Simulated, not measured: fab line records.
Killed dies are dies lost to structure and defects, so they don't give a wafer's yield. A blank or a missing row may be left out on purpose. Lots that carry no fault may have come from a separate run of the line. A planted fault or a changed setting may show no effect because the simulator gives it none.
Which tool is to blame? | flow gf180mcu | 14 lots, 40 wafers sampled, at 5 steps of a route of 602

WHAT THE GAUGES READ, wafer by wafer
GF_VT_IMPLANT_RS_MEAS_47: a four-point-probe measurement. Usual: for NWELL_RS the level is 487.6 ohm/sq and the standard deviation is 1.1.
lot  | measured     | on            | NWELL_RS (ohm/sq) | flag
L165 | day 7 09:40  | film metro-02 | 487.5 486.4 487.2 |
L166 | day 7 15:54  | film metro-03 | 486.5 487.6 487.5 |
L167 | day 8 02:32  | film metro-04 | 487.0 489.3 488.0 |
L168 | day 8 05:23  | film metro-02 | 488.0 486.7 489.2 |
L170 | day 8 19:22  | film metro-03 | 487.8 488.1 488.7 |
L171 | day 9 00:14  | film metro-04 | 485.9 486.1 485.6 |
L172 | day 9 07:54  | film metro-03 | 486.8 487.0 487.0 |
L173 | day 9 11:59  | film metro-03 | 488.0 488.1 486.2 |
L179 | day 11 13:12 | film metro-03 | 487.1 486.7       |
L181 | day 12 11:19 | film metro-02 | 486.9 487.8       |
L184 | day 13 17:19 | film metro-04 | 487.4 487.1 488.5 |
L185 | day 13 18:10 | film metro-04 | 488.5 490.1 490.6 |
L188 | day 14 04:24 | film metro-03 | 485.1 486.5 485.7 |
L186 | day 14 04:51 | film metro-02 | 487.9 487.0 487.5 |

GF_VT_IMPLANT_RS_MEAS_49: a four-point-probe measurement. Usual: for MVPSD_RS the level is 1167.4 ohm/sq and the standard deviation is 2.7.
lot  | measured     | on            | MVPSD_RS (ohm/sq)    | flag
L165 | day 7 09:55  | film metro-02 | 1164.0 1169.7 1164.9 |
L166 | day 7 16:08  | film metro-03 | 1167.8 1167.0 1165.1 |
L167 | day 8 02:47  | film metro-04 | 1167.6 1165.3 1163.6 |
L168 | day 8 05:38  | film metro-02 | 1161.5 1161.8 1165.0 |
L170 | day 8 19:36  | film metro-03 | 1165.4 1166.4 1167.4 |
L171 | day 9 00:28  | film metro-04 | 1165.4 1167.1 1167.8 |
L172 | day 9 08:08  | film metro-03 | 1165.8 1168.4 1165.9 |
L173 | day 9 12:14  | film metro-03 | 1170.1 1162.7 1165.7 |
L179 | day 11 13:26 | film metro-03 | 1219.1 1165.4        | OFF
L181 | day 12 11:33 | film metro-02 | 1226.0 1173.5        | OFF
L184 | day 13 17:34 | film metro-04 | 1168.1 1164.8 1166.1 |
L185 | day 13 18:25 | film metro-04 | 1167.9 1169.1 1168.9 |
L188 | day 14 04:38 | film metro-03 | 1165.1 1168.7 1170.3 |
L186 | day 14 05:05 | film metro-02 | 1164.7 1165.3 1165.5 |

GF_DUAL_GATE_OVL_MEAS_11. Usual: for DUAL_GATE_OVL the level is 0.3 nm and the standard deviation is 1.5.
lot  | measured     | on         | DUAL_GATE_OVL (nm) | flag
L165 | day 8 04:05  | overlay-01 | -1.0 -2.8 -1.9     |
L166 | day 8 09:52  | overlay-02 | 2.1 1.6 3.0        |
L167 | day 8 22:49  | overlay-02 | 0.3 1.9 -0.4       |
L168 | day 9 03:47  | overlay-01 | 0.7 1.3 -0.2       |
L170 | day 9 15:47  | overlay-02 | 0.1 -1.0 -1.2      |
L171 | day 9 18:36  | overlay-02 | 2.0 1.8 0.4        |
L172 | day 10 02:49 | overlay-01 | 0.3 0.2 -1.7       |
L173 | day 10 08:22 | overlay-01 | 0.7 0.5 0.1        |
L179 | day 12 10:14 | overlay-01 | -2.7 -0.5          |
L181 | day 13 11:29 | overlay-02 | -1.2 -0.2          |
L184 | day 14 15:16 | overlay-02 | -0.3 -1.6 -0.4     |
L185 | day 14 19:02 | overlay-02 | 0.7 -1.1 -0.8      |
L188 | day 15 06:19 | overlay-02 | 2.1 1.8 1.7        |
L186 | day 15 06:37 | overlay-01 | -1.7 0.8 -0.7      |

GF_HV_LDD_TW_MEAS_11. Usual: for HV_LDD_TW the level is 2400 and the standard deviation is 28.
lot  | measured     | on            | HV_LDD_TW      | flag
L165 | day 9 22:02  | film metro-03 | 2443 2415 2436 |
L166 | day 10 04:41 | film metro-04 | 2372 2378 2379 |
L167 | day 10 14:38 | film metro-02 | 2417 2408 2414 |
L168 | day 10 21:25 | film metro-04 | 2383 2373 2367 |
L170 | day 11 08:51 | film metro-02 | 2414 2415 2417 |
L171 | day 11 13:04 | film metro-04 | 2371 2363 2371 |
L172 | day 11 20:35 | film metro-04 | 2362 2358 2369 |
L173 | day 12 03:20 | film metro-03 | 2437 2423 2437 |
L179 | day 14 08:51 | film metro-04 | 2366 2373      |
L181 | day 15 10:52 | film metro-02 | 2400 2410      |
L184 | day 16 20:08 | film metro-04 | 2369 2369 2364 |
L185 | day 17 03:50 | film metro-03 | 2442 2431 2441 |
L188 | day 17 13:17 | film metro-04 | 2401 2404 2389 |
L186 | day 17 13:33 | film metro-02 | 2415 2411 2419 |

EACH LOT AND THE TOOL THAT RAN IT (in order: tool; ch and the chambers of the sampled wafers; start)
lot  | GF_MVPSD_IMPLANT_09
L165 | implanter-04 ch 0, day 5 01:02
L166 | implanter-02 ch 0, day 5 07:40
L167 | implanter-02 ch 0, day 5 14:25
L168 | implanter-02 ch 0, day 5 17:28
L170 | implanter-02 ch 0, day 6 05:36
L171 | implanter-01 ch 0, day 6 10:50
L172 | implanter-01 ch 0, day 6 16:40
L173 | implanter-02 ch 0, day 6 20:46
L179 | implanter-02 ch 0, day 8 13:14
L181 | implanter-02 ch 0, day 9 08:05
L184 | implanter-04 ch 0, day 10 10:35
L185 | implanter-01 ch 0, day 10 11:14
L188 | implanter-04 ch 0, day 10 21:10
L186 | implanter-01 ch 0, day 10 22:14
- GF_MVPSD_IMPLANT_09

AS READ BY THE TOOLS THEMSELVES (means over the sampled wafers that have a number; for cases with no such wafer, the mark the record gives instead)
GF_MVPSD_IMPLANT_09. Usual: beam on s 10.01 s, standard deviation 0.19; dose ions cm2 5.001e+12, standard deviation 5.4e+09; end station pressure torr 5.02e-06 Torr, standard deviation 2.7e-07; faraday current uA 28.2, standard deviation 0.51.
lot  | tool         | beam on s (s) | dose ions cm2 | end station pressure torr (Torr) | faraday current uA | flag
L165 | implanter-04 | 9.89          | 5.003e+12     | 5.14e-06                         | 28.5               |
L166 | implanter-02 | 10.01         | 5.000e+12     | 4.82e-06                         | 28.1               |
L167 | implanter-02 | 9.87          | 4.999e+12     | 5.15e-06                         | 28.6               |
L168 | implanter-02 | 9.98          | 5.006e+12     | 5.05e-06                         | 28.2               |
L170 | implanter-02 | 10.04         | 5.006e+12     | 5.30e-06                         | 28.1               |
L171 | implanter-01 | 10.01         | 4.993e+12     | 5.25e-06                         | 28.2               |
L172 | implanter-01 | 10.07         | 4.994e+12     | 4.95e-06                         | 27.9               |
L173 | implanter-02 | 10.27         | 5.004e+12     | 5.03e-06                         | 27.4               |
L179 | implanter-02 | 8.85          | 5.000e+12     | 5.19e-06                         | 32.3               | OFF
L181 | implanter-02 | 8.68          | 5.000e+12     | 5.03e-06                         | 33.1               | OFF
L184 | implanter-04 | 10.06         | 5.004e+12     | 5.02e-06                         | 27.9               |
L185 | implanter-01 | 9.85          | 5.008e+12     | 5.05e-06                         | 28.6               |
L188 | implanter-04 | 9.90          | 5.000e+12     | 4.82e-06                         | 28.5               |
L186 | implanter-01 | 10.04         | 5.005e+12     | 4.89e-06                         | 28.1               |

THE ANSWER, worked out from the rows above alone
Rule: a lot counts as off when the mean over its wafers that have a number is more than 3 standard deviations away from the usual mean. A lot without any number at a reading at which 4 lots or more have one is off too. Where the step has rows for the other lots, those lots are counted as sound. First the gauges in route order, then the tools' own readings, where a lot's mean is used as printed above. The first step at which some lot is off is used, and at that step the reading that is off furthest; a lot without a number counts as furthest.
Off: L179, L181, at GF_VT_IMPLANT_RS_MEAS_49 (MVPSD_RS).
If a tool, at a process step before that reading, ran all the lots that are off and no sound lot after the first of them, it fits. Not tried: the gauges at GF_VT_IMPLANT_RS_MEAS_49; whatever is off there is also off at GF_MVPSD_IMPLANT_09, on other tools, and gauge error can't account for it. One fits: GF_MVPSD_IMPLANT_09 on implanter-02. A fault onset in the window from L173 (day 6 20:46, its last sound lot) to L179 (day 8 13:14, its first lot off) fits.
The tool's own readings at GF_MVPSD_IMPLANT_09 bear it out: on the lots that are off they differ by more than 5 times the standard deviation of the sound lots' means. beam on s reads 8.77 s there against 10.00 s on the sound lots; faraday current uA reads 32.7 there against 28.2 on the sound lots.

WHAT THE SIMULATOR HAD INSERTED
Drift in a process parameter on implanter-02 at GF_MVPSD_IMPLANT_09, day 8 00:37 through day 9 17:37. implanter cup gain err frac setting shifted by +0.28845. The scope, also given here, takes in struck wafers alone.
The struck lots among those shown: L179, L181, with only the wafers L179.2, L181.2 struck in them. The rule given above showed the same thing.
